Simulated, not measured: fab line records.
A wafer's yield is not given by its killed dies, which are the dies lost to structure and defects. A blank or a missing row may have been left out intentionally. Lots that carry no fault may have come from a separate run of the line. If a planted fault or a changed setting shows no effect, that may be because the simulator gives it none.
Problem report, 8D (eight disciplines) form, completed by code -- flow gf180mcu -- the parts of the form that need people (team, actions taken, sign-off) are left out

== 1. THE ISSUE ==
Mean of cd_nm at GF_M1_CD_MEAS_14: 216.6 nm across 2 wafers in 2 lots; on wafers with no fault it is 229.5 nm (standard deviation 1.2). That puts it -11 standard deviations away from the usual mean.
The step: target cd 230 nm.
Seen first at day 24 06:17 on cd_sem-02, wafer L600.6. The record has a number at this step for 37 wafers belonging to 13 lots. Rule for "out", or "out of limits": more than 4 standard deviations from the usual mean. The other wafers with a number count as sound.

== 2. WHAT IT IS, AND WHAT IT ISN'T ==
question,is,is not
which readings at this step,cd_nm,-
which lots,"L600, L601","L583, L584, L585, L587, L588, L590, L592, L596, L597, L602, L604"
which wafers of those lots,"L600.6, L601.4","L600.2, L601.5"
read on which gauges,"cd_sem-01, cd_sem-02",-
when,from day 24 06:17,"up to then (28 sound wafers); but 7 sound wafers of L601, L602, L604 came after"

== 3. SUSPECTS, AND WHAT RULES EACH OUT ==
Counting: any tool at a process step up to the reading remains a suspect provided it ran every lot that is out. Sound lots after the first of them don't rule it out here, since some wafers of a struck lot are sound.
- the gauge at GF_M1_CD_MEAS_14 has been ruled out. Those wafers that are out were read across 2 gauges (cd_sem-01, cd_sem-02).
- cmp-01 at GF_CONTACT_CMP_04 (polishes SiO2): kept. It processed each lot that is out (first: L600, day 22 07:38); up to then, its last sound lot is L597 (day 20 23:26).
- krf_scanner-01 at GF_M1_EXPOSE_11 (exposes mask Metal1, target cd 230 nm): kept. It processed each lot that is out (first: L600, day 23 19:06); up to then, its last sound lot is L596 (day 21 17:05).
The count leaves krf_scanner-01 at GF_M1_EXPOSE_11 and cmp-01 at GF_CONTACT_CMP_04.

== 4. THE CAUSE (what the simulator had put in) ==
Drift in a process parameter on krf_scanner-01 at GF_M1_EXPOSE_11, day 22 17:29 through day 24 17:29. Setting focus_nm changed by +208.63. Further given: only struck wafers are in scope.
Of the 2 suspects that counting leaves, this tool is one.

== 5. THE CHAIN OF EFFECTS, in route order ==
One row per reading whose mean, taken over the struck wafers that have a number, lies over 3 standard deviations from the usual. Readings are gone through only where the record gives a usual standard deviation; hours: the median, over the lots, of the time from a lot's start at the first step in this table giving one to that lot's start at this step; sigmas: the change measured in usual standard deviations.
hours,step,reading,usual,on struck wafers,change,sigmas
0,GF_M1_CD_MEAS_14,cd_nm,229.5 nm,216.6,-12.9,-11

== 6. WHAT WOULD HAVE CAUGHT IT SOONER ==
In this record the first reading out of limits at a measuring or inspecting step was taken at day 24 06:17, 37 hours after the fault began at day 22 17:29.
Of the lots that are out (2), L601 began GF_M1_EXPOSE_11 on krf_scanner-01 after day 24 06:17. A tool hold placed at that time would have kept it from harm.
